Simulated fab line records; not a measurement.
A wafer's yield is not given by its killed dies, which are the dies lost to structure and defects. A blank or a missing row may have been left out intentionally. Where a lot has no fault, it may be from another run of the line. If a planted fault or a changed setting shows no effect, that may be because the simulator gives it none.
fab line records / flow sky130
[record] lots = 5 wafers = 15 last-day = 50
route steps=708 shown PWDE@84 VT_ADJUST_HVTP@85 VT_ADJUST_LVTN@97
lots with no fault: from the same line, run without faults
start-h: hours from the record's first day to the start of the lot's first wafer shown / wait-h: hours since the lot's step before / " unchanged from the row above / L1.1+2: one row covering several wafers at once / - either no value or no given start / * or withheld: withheld / < > ~ a bound
route shown NAME@n: NAME is a module with steps in the file, n the number in the route of the first one / usual: mean/standard deviation taken from wafers without a fault / same: alike in all rows / chamber/n: place in a boat / sites: readings site by site / _std_site: their standard deviation / _edge_site: outer sites' mean less inner sites' / radius-mm: for every site, how far away it sits from the centre of the wafer / mask NAME#n: copy n / behind: tool/chamber where the wafer was last shaped / hold: why the lot went on hold/how many hours it stayed there/how the hold came to an end / device: transistor that didn't switch, given as n, p or np / end of line: tests run on the same wafers once the route is complete / for a step that has no rows: nothing shown but its recipe / killed: count of dies lost to structure and defects at first sort (not the wafer's yield) / map: the dies of a wafer, with x for killed, . for not killed, _ for no die there
set.NAME: the setting the step ran with; set.NAME@STEP: the setting that earlier step ran with / model.NAME: the simulator's own value behind a step, which no gauge read
lots seen at some steps along the route; tables by step, rows by wafer
services: from which hour (start-h, from the record's first day; less than 0 if before it) a tool's chamber was out of use, for how many hours, and why
[[steps]]
[step SKY_NWELL_RS_MEAS_31]
[recipe] thk-meas-gauge = four-point-probe
[usual] PWDE_RS = 5277/17
lot.wafer=L928.2 tool=film-metro-01 chamber=- start-h=142.14 wait-h=0.1 PWDE_RS[ohm/sq]=5259
lot.wafer=L928.4 tool=film-metro-01 chamber=- start-h=142.14 wait-h=0.1 PWDE_RS[ohm/sq]=5293
lot.wafer=L928.5 tool=film-metro-01 chamber=- start-h=142.14 wait-h=0.1 PWDE_RS[ohm/sq]=5261
lot.wafer=L930.1 tool=film-metro-03 chamber=- start-h=155.88 wait-h=0.1 PWDE_RS[ohm/sq]=5276
lot.wafer=L930.5 tool=film-metro-03 chamber=- start-h=155.88 wait-h=0.1 PWDE_RS[ohm/sq]=5268
lot.wafer=L930.6 tool=film-metro-03 chamber=- start-h=155.88 wait-h=0.1 PWDE_RS[ohm/sq]=5287
lot.wafer=L940.2 tool=film-metro-03 chamber=- start-h=207.79 wait-h=0.1 PWDE_RS[ohm/sq]=5281
lot.wafer=L940.3 tool=film-metro-03 chamber=- start-h=207.79 wait-h=0.1 PWDE_RS[ohm/sq]=5277
lot.wafer=L940.4 tool=film-metro-03 chamber=- start-h=207.79 wait-h=0.1 PWDE_RS[ohm/sq]=5283
lot.wafer=L943.1 tool=film-metro-01 chamber=- start-h=228.03 wait-h=0.1 PWDE_RS[ohm/sq]=5287
lot.wafer=L943.2 tool=film-metro-01 chamber=- start-h=228.03 wait-h=0.1 PWDE_RS[ohm/sq]=5264
lot.wafer=L943.3 tool=film-metro-01 chamber=- start-h=228.03 wait-h=0.1 PWDE_RS[ohm/sq]=5278
lot.wafer=L944.3 tool=film-metro-03 chamber=- start-h=234.04 wait-h=0.1 PWDE_RS[ohm/sq]=5281
lot.wafer=L944.5 tool=film-metro-03 chamber=- start-h=234.04 wait-h=0.1 PWDE_RS[ohm/sq]=5278
lot.wafer=L944.6 tool=film-metro-03 chamber=- start-h=234.04 wait-h=0.1 PWDE_RS[ohm/sq]=5258
[step SKY_VT_ADJUST_HVTP_DEHYDRATE_00]
[recipe] temp-c = 200 time-s = 60
[step SKY_VT_ADJUST_HVTP_HMDS_01]
[recipe] prime-time-s = 60 prime-temp-c = 120
[step SKY_VT_ADJUST_HVTP_COAT_02]
[recipe] resist = NOVOLAK spin-rpm = 3000 resist-thk-nm = 1140
[step SKY_VT_ADJUST_HVTP_SOFTBAKE_03]
[recipe] temp-c = 90 time-s = 60 resist = NOVOLAK
[step SKY_VT_ADJUST_HVTP_EXPOSE_04]
[recipe] mask-id = HVTPM na = 0.6 source-shape = conventional sigma-outer = 0.6 polarization = unpolarized target-cd-nm = 380 dose-mj = 140
[step SKY_VT_ADJUST_HVTP_PEB_05]
[recipe] temp-c = withheld time-s = * resist = NOVOLAK
[step SKY_VT_ADJUST_HVTP_DEVELOP_06]
[recipe] resist = NOVOLAK developer = TMAH develop-time-s = 60 dev-temp-c = 23
[step SKY_VT_ADJUST_HVTP_CD_MEAS_07]
[recipe] target-cd-nm = 380
[usual] cd-nm = 378.7/2.5
lot.wafer=L928.2 tool=cd-sem-02 chamber=- start-h=161.14 wait-h=0.1 cd-nm=378.3
lot.wafer=L928.4 tool=cd-sem-02 chamber=- start-h=161.14 wait-h=0.1 cd-nm=378.3
lot.wafer=L928.5 tool=cd-sem-02 chamber=- start-h=161.14 wait-h=0.1 cd-nm=378.6
lot.wafer=L930.1 tool=cd-sem-02 chamber=- start-h=175.03 wait-h=0.1 cd-nm=379.5
lot.wafer=L930.5 tool=cd-sem-02 chamber=- start-h=175.03 wait-h=0.1 cd-nm=383.0
lot.wafer=L930.6 tool=cd-sem-02 chamber=- start-h=175.03 wait-h=0.1 cd-nm=380.7
lot.wafer=L940.2 tool=cd-sem-02 chamber=- start-h=230.24 wait-h=0.1 cd-nm=377.5
lot.wafer=L940.3 tool=cd-sem-02 chamber=- start-h=230.24 wait-h=0.1 cd-nm=379.0
lot.wafer=L940.4 tool=cd-sem-02 chamber=- start-h=230.24 wait-h=0.1 cd-nm=378.2
lot.wafer=L943.1 tool=cd-sem-01 chamber=- start-h=251.83 wait-h=0.1 cd-nm=379.6
lot.wafer=L943.2 tool=cd-sem-01 chamber=- start-h=251.83 wait-h=0.1 cd-nm=381.2
lot.wafer=L943.3 tool=cd-sem-01 chamber=- start-h=251.83 wait-h=0.1 cd-nm=380.7
lot.wafer=L944.3 tool=cd-sem-02 chamber=- start-h=257.38 wait-h=0.1 cd-nm=378.5
lot.wafer=L944.5 tool=cd-sem-02 chamber=- start-h=257.38 wait-h=0.1 cd-nm=378.6
lot.wafer=L944.6 tool=cd-sem-02 chamber=- start-h=257.38 wait-h=0.1 cd-nm=376.6
[step SKY_VT_ADJUST_HVTP_OVL_MEAS_08]
[usual] VT_ADJUST_HVTP_OVL = 0.5/1.3
lot.wafer=L928.2 tool=overlay-02 chamber=- start-h=161.24 wait-h=0.1 VT_ADJUST_HVTP_OVL[nm]=1.3
lot.wafer=L928.4 tool=overlay-02 chamber=- start-h=161.24 wait-h=0.1 VT_ADJUST_HVTP_OVL[nm]=0.8
lot.wafer=L928.5 tool=overlay-02 chamber=- start-h=161.24 wait-h=0.1 VT_ADJUST_HVTP_OVL[nm]=1.5
lot.wafer=L930.1 tool=overlay-02 chamber=- start-h=175.15 wait-h=0.1 VT_ADJUST_HVTP_OVL[nm]=0.1
lot.wafer=L930.5 tool=overlay-02 chamber=- start-h=175.15 wait-h=0.1 VT_ADJUST_HVTP_OVL[nm]=1.1
lot.wafer=L930.6 tool=overlay-02 chamber=- start-h=175.15 wait-h=0.1 VT_ADJUST_HVTP_OVL[nm]=0.2
lot.wafer=L940.2 tool=overlay-02 chamber=- start-h=230.34 wait-h=0.1 VT_ADJUST_HVTP_OVL[nm]=0.2
lot.wafer=L940.3 tool=overlay-02 chamber=- start-h=230.34 wait-h=0.1 VT_ADJUST_HVTP_OVL[nm]=3.4
lot.wafer=L940.4 tool=overlay-02 chamber=- start-h=230.34 wait-h=0.1 VT_ADJUST_HVTP_OVL[nm]=-0.3
lot.wafer=L943.1 tool=overlay-01 chamber=- start-h=251.95 wait-h=0.1 VT_ADJUST_HVTP_OVL[nm]=-0.4
lot.wafer=L943.2 tool=overlay-01 chamber=- start-h=251.95 wait-h=0.1 VT_ADJUST_HVTP_OVL[nm]=-0.3
lot.wafer=L943.3 tool=overlay-01 chamber=- start-h=251.95 wait-h=0.1 VT_ADJUST_HVTP_OVL[nm]=2.8
lot.wafer=L944.3 tool=overlay-02 chamber=- start-h=257.47 wait-h=0.1 VT_ADJUST_HVTP_OVL[nm]=-1.3
lot.wafer=L944.5 tool=overlay-02 chamber=- start-h=257.47 wait-h=0.1 VT_ADJUST_HVTP_OVL[nm]=1.2
lot.wafer=L944.6 tool=overlay-02 chamber=- start-h=257.47 wait-h=0.1 VT_ADJUST_HVTP_OVL[nm]=-0.4
[step SKY_VT_ADJUST_HVTP_IMPLANT_09]
[recipe] species = As energy-kev = 150 dose-cm2 = 4.3e+12 tilt-deg = withheld
[step SKY_VT_ADJUST_HVTP_STRIP_10]
[recipe] chemistry = O2/N2 power-w = 1400 pressure-mtorr = 1500 platen-temp-c = withheld o2-flow-sccm = 3000 n2-flow-sccm = 300 overash-fraction = 0.5
[usual] drypump-motor-current-A = 5.6/0.37 oes-product-au = 0.716/0.0045 strip-time-to-endpoint-s = 14.19/0.032
lot.wafer=L928.2 tool=plasma-asher-04 chamber=1 start-h=161.42 wait-h=0.1 drypump-motor-current-A=5.8 oes-product-au=0.938 rf-hours-counter-h=34 strip-time-to-endpoint-s=- model.NOVOLAK_of_VT_ADJUST_HVTP_COAT_02.thk-nm=563.5
lot.wafer=L928.4 tool=plasma-asher-04 chamber=1 start-h=161.42 wait-h=0.1 drypump-motor-current-A=5.8 oes-product-au=0.917 rf-hours-counter-h=- strip-time-to-endpoint-s=- model.NOVOLAK_of_VT_ADJUST_HVTP_COAT_02.thk-nm=562.7
lot.wafer=L928.5 tool=plasma-asher-04 chamber=0 start-h=161.42 wait-h=0.1 drypump-motor-current-A=5.4 oes-product-au=0.922 rf-hours-counter-h=- strip-time-to-endpoint-s=- model.NOVOLAK_of_VT_ADJUST_HVTP_COAT_02.thk-nm=561.9
lot.wafer=L930.1 tool=plasma-asher-02 chamber=0 start-h=175.34 wait-h=0.1 drypump-motor-current-A=6.3 oes-product-au=0.711 rf-hours-counter-h=49 strip-time-to-endpoint-s=14.14 model.NOVOLAK_of_VT_ADJUST_HVTP_COAT_02.thk-nm=0
lot.wafer=L930.5 tool=plasma-asher-02 chamber=0 start-h=175.34 wait-h=0.1 drypump-motor-current-A=6.4 oes-product-au=0.715 rf-hours-counter-h=- strip-time-to-endpoint-s=14.16 model.NOVOLAK_of_VT_ADJUST_HVTP_COAT_02.thk-nm=0
lot.wafer=L930.6 tool=plasma-asher-02 chamber=1 start-h=175.34 wait-h=0.1 drypump-motor-current-A=5.4 oes-product-au=0.718 rf-hours-counter-h=- strip-time-to-endpoint-s=14.14 model.NOVOLAK_of_VT_ADJUST_HVTP_COAT_02.thk-nm=0
lot.wafer=L940.2 tool=plasma-asher-01 chamber=1 start-h=230.52 wait-h=0.1 drypump-motor-current-A=5.4 oes-product-au=0.721 rf-hours-counter-h=11 strip-time-to-endpoint-s=14.19 model.NOVOLAK_of_VT_ADJUST_HVTP_COAT_02.thk-nm=0
lot.wafer=L940.3 tool=plasma-asher-01 chamber=1 start-h=230.52 wait-h=0.1 drypump-motor-current-A=5.3 oes-product-au=0.718 rf-hours-counter-h=- strip-time-to-endpoint-s=14.17 model.NOVOLAK_of_VT_ADJUST_HVTP_COAT_02.thk-nm=0
lot.wafer=L940.4 tool=plasma-asher-01 chamber=0 start-h=230.52 wait-h=0.1 drypump-motor-current-A=5.4 oes-product-au=0.716 rf-hours-counter-h=- strip-time-to-endpoint-s=14.12 model.NOVOLAK_of_VT_ADJUST_HVTP_COAT_02.thk-nm=0
lot.wafer=L943.1 tool=plasma-asher-04 chamber=0 start-h=252.14 wait-h=0.1 drypump-motor-current-A=5.4 oes-product-au=0.713 rf-hours-counter-h=44 strip-time-to-endpoint-s=14.20 model.NOVOLAK_of_VT_ADJUST_HVTP_COAT_02.thk-nm=0
lot.wafer=L943.2 tool=plasma-asher-04 chamber=1 start-h=252.14 wait-h=0.1 drypump-motor-current-A=5.8 oes-product-au=0.718 rf-hours-counter-h=44 strip-time-to-endpoint-s=14.20 model.NOVOLAK_of_VT_ADJUST_HVTP_COAT_02.thk-nm=0
lot.wafer=L943.3 tool=plasma-asher-04 chamber=0 start-h=252.14 wait-h=0.1 drypump-motor-current-A=5.4 oes-product-au=0.714 rf-hours-counter-h=- strip-time-to-endpoint-s=14.25 model.NOVOLAK_of_VT_ADJUST_HVTP_COAT_02.thk-nm=0
lot.wafer=L944.3 tool=plasma-asher-01 chamber=1 start-h=257.67 wait-h=0.1 drypump-motor-current-A=5.3 oes-product-au=0.720 rf-hours-counter-h=- strip-time-to-endpoint-s=14.20 model.NOVOLAK_of_VT_ADJUST_HVTP_COAT_02.thk-nm=0
lot.wafer=L944.5 tool=plasma-asher-01 chamber=0 start-h=257.67 wait-h=0.1 drypump-motor-current-A=5.4 oes-product-au=0.714 rf-hours-counter-h=- strip-time-to-endpoint-s=14.16 model.NOVOLAK_of_VT_ADJUST_HVTP_COAT_02.thk-nm=0
lot.wafer=L944.6 tool=plasma-asher-01 chamber=1 start-h=257.67 wait-h=0.1 drypump-motor-current-A=5.3 oes-product-au=0.711 rf-hours-counter-h=- strip-time-to-endpoint-s=14.22 model.NOVOLAK_of_VT_ADJUST_HVTP_COAT_02.thk-nm=0
[step SKY_VT_ADJUST_HVTP_TW_MEAS_11]
[usual] VT_ADJUST_HVTP_TW = 1332/10
lot.wafer=L928.2 tool=film-metro-02 chamber=- start-h=161.53 wait-h=0.1 VT_ADJUST_HVTP_TW=1326
lot.wafer=L928.4 tool=film-metro-02 chamber=- start-h=161.53 wait-h=0.1 VT_ADJUST_HVTP_TW=1332
lot.wafer=L928.5 tool=film-metro-02 chamber=- start-h=161.53 wait-h=0.1 VT_ADJUST_HVTP_TW=1335
lot.wafer=L930.1 tool=film-metro-01 chamber=- start-h=175.44 wait-h=0.1 VT_ADJUST_HVTP_TW=1339
lot.wafer=L930.5 tool=film-metro-01 chamber=- start-h=175.44 wait-h=0.1 VT_ADJUST_HVTP_TW=1333
lot.wafer=L930.6 tool=film-metro-01 chamber=- start-h=175.44 wait-h=0.1 VT_ADJUST_HVTP_TW=1332
lot.wafer=L940.2 tool=film-metro-02 chamber=- start-h=230.63 wait-h=0.1 VT_ADJUST_HVTP_TW=1320
lot.wafer=L940.3 tool=film-metro-02 chamber=- start-h=230.63 wait-h=0.1 VT_ADJUST_HVTP_TW=1323
lot.wafer=L940.4 tool=film-metro-02 chamber=- start-h=230.63 wait-h=0.1 VT_ADJUST_HVTP_TW=1321
lot.wafer=L943.1 tool=film-metro-01 chamber=- start-h=252.24 wait-h=0.1 VT_ADJUST_HVTP_TW=1347
lot.wafer=L943.2 tool=film-metro-01 chamber=- start-h=252.24 wait-h=0.1 VT_ADJUST_HVTP_TW=1341
lot.wafer=L943.3 tool=film-metro-01 chamber=- start-h=252.24 wait-h=0.1 VT_ADJUST_HVTP_TW=1349
lot.wafer=L944.3 tool=film-metro-04 chamber=- start-h=257.76 wait-h=0.1 VT_ADJUST_HVTP_TW=1349
lot.wafer=L944.5 tool=film-metro-04 chamber=- start-h=257.76 wait-h=0.1 VT_ADJUST_HVTP_TW=1345
lot.wafer=L944.6 tool=film-metro-04 chamber=- start-h=257.76 wait-h=0.1 VT_ADJUST_HVTP_TW=1350
[step SKY_VT_ADJUST_LVTN_DEHYDRATE_00]
[recipe] temp-c = 200 time-s = 60
[step SKY_VT_ADJUST_LVTN_HMDS_01]
[recipe] prime-time-s = 60 prime-temp-c = 120
[step SKY_VT_ADJUST_LVTN_COAT_02]
[recipe] spin-rpm = 2000 resist-thk-nm = 3000
[step SKY_VT_ADJUST_LVTN_SOFTBAKE_03]
[recipe] temp-c = 110 time-s = withheld
[step SKY_VT_ADJUST_LVTN_EXPOSE_04]
[recipe] mask-id = NWM_COMPLEMENT_LESS_NATIVE na = 0.6 source-shape = conventional sigma-outer = 0.6 polarization = unpolarized target-cd-nm = 840 dose-mj = 194
[step SKY_VT_ADJUST_LVTN_PEB_05]
[recipe] temp-c = 115 time-s = withheld
[step SKY_VT_ADJUST_LVTN_DEVELOP_06]
[recipe] wall-angle-deg = 90 developer = TMAH develop-time-s = 60 dev-temp-c = 23
[step SKY_VT_ADJUST_LVTN_OVL_MEAS_07]
[usual] VT_ADJUST_LVTN_OVL = 0.3/1.5
lot.wafer=L928.2 tool=overlay-02 chamber=- start-h=181.64 wait-h=- VT_ADJUST_LVTN_OVL[nm]=4.1
lot.wafer=L928.4 tool=overlay-02 chamber=- start-h=181.64 wait-h=- VT_ADJUST_LVTN_OVL[nm]=1.7
lot.wafer=L928.5 tool=overlay-02 chamber=- start-h=181.64 wait-h=- VT_ADJUST_LVTN_OVL[nm]=0.6
lot.wafer=L930.1 tool=overlay-01 chamber=- start-h=196.63 wait-h=- VT_ADJUST_LVTN_OVL[nm]=0.2
lot.wafer=L930.5 tool=overlay-01 chamber=- start-h=196.63 wait-h=- VT_ADJUST_LVTN_OVL[nm]=1.3
lot.wafer=L930.6 tool=overlay-01 chamber=- start-h=196.63 wait-h=- VT_ADJUST_LVTN_OVL[nm]=-0.3
lot.wafer=L940.2 tool=overlay-01 chamber=- start-h=254.17 wait-h=- VT_ADJUST_LVTN_OVL[nm]=1.2
lot.wafer=L940.3 tool=overlay-01 chamber=- start-h=254.17 wait-h=- VT_ADJUST_LVTN_OVL[nm]=1.9
lot.wafer=L940.4 tool=overlay-01 chamber=- start-h=254.17 wait-h=- VT_ADJUST_LVTN_OVL[nm]=1.0
lot.wafer=L943.1 tool=overlay-01 chamber=- start-h=276.61 wait-h=- VT_ADJUST_LVTN_OVL[nm]=0.2
lot.wafer=L943.2 tool=overlay-01 chamber=- start-h=276.61 wait-h=- VT_ADJUST_LVTN_OVL[nm]=-0.3
lot.wafer=L943.3 tool=overlay-01 chamber=- start-h=276.61 wait-h=- VT_ADJUST_LVTN_OVL[nm]=-0.6
lot.wafer=L944.3 tool=overlay-02 chamber=- start-h=282.15 wait-h=- VT_ADJUST_LVTN_OVL[nm]=3.3
lot.wafer=L944.5 tool=overlay-02 chamber=- start-h=282.15 wait-h=- VT_ADJUST_LVTN_OVL[nm]=3.0
lot.wafer=L944.6 tool=overlay-02 chamber=- start-h=282.15 wait-h=- VT_ADJUST_LVTN_OVL[nm]=2.8
[step SKY_VT_ADJUST_LVTN_IMPLANT_08]
[recipe] species = B energy-kev = 30 dose-cm2 = 1.57e+12 tilt-deg = withheld
[step SKY_VT_ADJUST_LVTN_STRIP_09]
[recipe] chemistry = O2/N2 power-w = 1400 pressure-mtorr = 1500 platen-temp-c = withheld o2-flow-sccm = 3000 n2-flow-sccm = 300 overash-fraction = 0.5
[usual] drypump-motor-current-A = 5.5/0.36 oes-product-au = 0.723/0.0048 strip-time-to-endpoint-s = 36.91/0.1
lot.wafer=L928.2 tool=plasma-asher-01 chamber=1 start-h=181.82 wait-h=0.1 drypump-motor-current-A=5.4 oes-product-au=0.735 rf-hours-counter-h=6 strip-time-to-endpoint-s=45.33
lot.wafer=L928.4 tool=plasma-asher-01 chamber=1 start-h=181.82 wait-h=0.1 drypump-motor-current-A=5.3 oes-product-au=0.726 rf-hours-counter-h=- strip-time-to-endpoint-s=45.20
lot.wafer=L928.5 tool=plasma-asher-01 chamber=1 start-h=181.82 wait-h=0.1 drypump-motor-current-A=5.3 oes-product-au=0.726 rf-hours-counter-h=- strip-time-to-endpoint-s=45.30
lot.wafer=L930.1 tool=plasma-asher-03 chamber=0 start-h=196.82 wait-h=0.1 drypump-motor-current-A=5.3 oes-product-au=0.726 rf-hours-counter-h=51 strip-time-to-endpoint-s=36.82
lot.wafer=L930.5 tool=plasma-asher-03 chamber=0 start-h=196.82 wait-h=0.1 drypump-motor-current-A=5.3 oes-product-au=0.730 rf-hours-counter-h=- strip-time-to-endpoint-s=36.74
lot.wafer=L930.6 tool=plasma-asher-03 chamber=1 start-h=196.82 wait-h=0.1 drypump-motor-current-A=5.4 oes-product-au=0.727 rf-hours-counter-h=- strip-time-to-endpoint-s=36.74
lot.wafer=L940.2 tool=plasma-asher-03 chamber=0 start-h=254.35 wait-h=0.1 drypump-motor-current-A=5.3 oes-product-au=0.725 rf-hours-counter-h=56 strip-time-to-endpoint-s=36.95
lot.wafer=L940.3 tool=plasma-asher-03 chamber=1 start-h=254.35 wait-h=0.1 drypump-motor-current-A=5.4 oes-product-au=0.723 rf-hours-counter-h=- strip-time-to-endpoint-s=36.97
lot.wafer=L940.4 tool=plasma-asher-03 chamber=0 start-h=254.35 wait-h=0.1 drypump-motor-current-A=5.3 oes-product-au=0.715 rf-hours-counter-h=- strip-time-to-endpoint-s=36.91
lot.wafer=L943.1 tool=plasma-asher-01 chamber=0 start-h=276.80 wait-h=0.1 drypump-motor-current-A=5.4 oes-product-au=0.715 rf-hours-counter-h=16 strip-time-to-endpoint-s=37.03
lot.wafer=L943.2 tool=plasma-asher-01 chamber=1 start-h=276.80 wait-h=0.1 drypump-motor-current-A=5.3 oes-product-au=0.719 rf-hours-counter-h=16 strip-time-to-endpoint-s=36.91
lot.wafer=L943.3 tool=plasma-asher-01 chamber=0 start-h=276.80 wait-h=0.1 drypump-motor-current-A=5.4 oes-product-au=0.718 rf-hours-counter-h=- strip-time-to-endpoint-s=36.93
lot.wafer=L944.3 tool=plasma-asher-03 chamber=0 start-h=282.35 wait-h=0.1 drypump-motor-current-A=5.2 oes-product-au=0.726 rf-hours-counter-h=- strip-time-to-endpoint-s=36.93
lot.wafer=L944.5 tool=plasma-asher-03 chamber=1 start-h=282.35 wait-h=0.1 drypump-motor-current-A=5.4 oes-product-au=0.735 rf-hours-counter-h=- strip-time-to-endpoint-s=36.93
lot.wafer=L944.6 tool=plasma-asher-03 chamber=0 start-h=282.35 wait-h=0.1 drypump-motor-current-A=5.2 oes-product-au=0.731 rf-hours-counter-h=- strip-time-to-endpoint-s=37.00
[step SKY_VT_ADJUST_LVTN_TW_MEAS_10]
[usual] VT_ADJUST_LVTN_TW = 237.2/1.2
lot.wafer=L928.2 tool=film-metro-03 chamber=- start-h=181.93 wait-h=0.1 VT_ADJUST_LVTN_TW=29.6
lot.wafer=L928.4 tool=film-metro-03 chamber=- start-h=181.93 wait-h=0.1 VT_ADJUST_LVTN_TW=29.5
lot.wafer=L928.5 tool=film-metro-03 chamber=- start-h=181.93 wait-h=0.1 VT_ADJUST_LVTN_TW=29.7
lot.wafer=L930.1 tool=film-metro-02 chamber=- start-h=196.92 wait-h=0.1 VT_ADJUST_LVTN_TW=235.2
lot.wafer=L930.5 tool=film-metro-02 chamber=- start-h=196.92 wait-h=0.1 VT_ADJUST_LVTN_TW=236.8
lot.wafer=L930.6 tool=film-metro-02 chamber=- start-h=196.92 wait-h=0.1 VT_ADJUST_LVTN_TW=237.0
lot.wafer=L940.2 tool=film-metro-02 chamber=- start-h=254.46 wait-h=0.1 VT_ADJUST_LVTN_TW=234.9
lot.wafer=L940.3 tool=film-metro-02 chamber=- start-h=254.46 wait-h=0.1 VT_ADJUST_LVTN_TW=235.4
lot.wafer=L940.4 tool=film-metro-02 chamber=- start-h=254.46 wait-h=0.1 VT_ADJUST_LVTN_TW=234.8
lot.wafer=L943.1 tool=film-metro-02 chamber=- start-h=276.90 wait-h=0.1 VT_ADJUST_LVTN_TW=237.0
lot.wafer=L943.2 tool=film-metro-02 chamber=- start-h=276.90 wait-h=0.1 VT_ADJUST_LVTN_TW=237.5
lot.wafer=L943.3 tool=film-metro-02 chamber=- start-h=276.90 wait-h=0.1 VT_ADJUST_LVTN_TW=237.3
lot.wafer=L944.3 tool=film-metro-01 chamber=- start-h=282.44 wait-h=0.1 VT_ADJUST_LVTN_TW=237.4
lot.wafer=L944.5 tool=film-metro-01 chamber=- start-h=282.44 wait-h=0.1 VT_ADJUST_LVTN_TW=237.2
lot.wafer=L944.6 tool=film-metro-01 chamber=- start-h=282.44 wait-h=0.1 VT_ADJUST_LVTN_TW=237.4
[step SKY_VT_ADJUST_LVTN_DEHYDRATE_11]
[recipe] temp-c = 200 time-s = 60
[[services]]
tool=plasma-asher-03 chamber=- start-h=144.42 hours=2.1 kind=repair
tool=plasma-asher-01 chamber=- start-h=186.65 hours=1.4 kind=repair
tool=plasma-asher-02 chamber=- start-h=195.14 hours=12.6 kind=repair
tool=plasma-asher-03 chamber=- start-h=217.27 hours=15.6 kind=pm
tool=plasma-asher-04 chamber=- start-h=242.65 hours=4.0 kind=pm
[[key]]
[first-sign] step = SKY_VT_ADJUST_HVTP_STRIP_10 reading = oes-product-au direction = up sigmas = 47 usual = 0.716 struck = 0.925
[effect] step = SKY_VT_ADJUST_LVTN_STRIP_09 reading = strip-time-to-endpoint-s direction = up sigmas = 81 usual = * struck = *
[effect] step = SKY_VT_ADJUST_LVTN_TW_MEAS_10 reading = VT_ADJUST_LVTN_TW direction = down sigmas = 99+ usual = 237.2 struck = 29.6
[model-effect] step = SKY_VT_ADJUST_HVTP_STRIP_10 value = NOVOLAK_of_VT_ADJUST_HVTP_COAT_02.thk-nm without = 0 struck = 562.7
met-at SKY_VT_ADJUST_HVTP_STRIP_10
struck-wafers L928.2,L928.4,L928.5
sort-left-out L928.2,L928.4,L928.5
tester-left-out L928
[fault] kind = strip-aborted tool = plasma-asher-04 chamber = - onset-h = 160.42 steps = SKY_VT_ADJUST_HVTP_STRIP_10 offset = 0.73972 end-h = 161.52
// tester-left-out: of these lots the tester's yield and bins aren't shown, on N5 and GAA mostly nor the transistor test; their killed dies are dies lost to structure and defects alone, not to doping, threshold or leakage, so they don't give the yield
// sort-left-out: the simulated sort isn't trusted on such a fault, so these wafers' sort isn't shown, and their yield isn't known
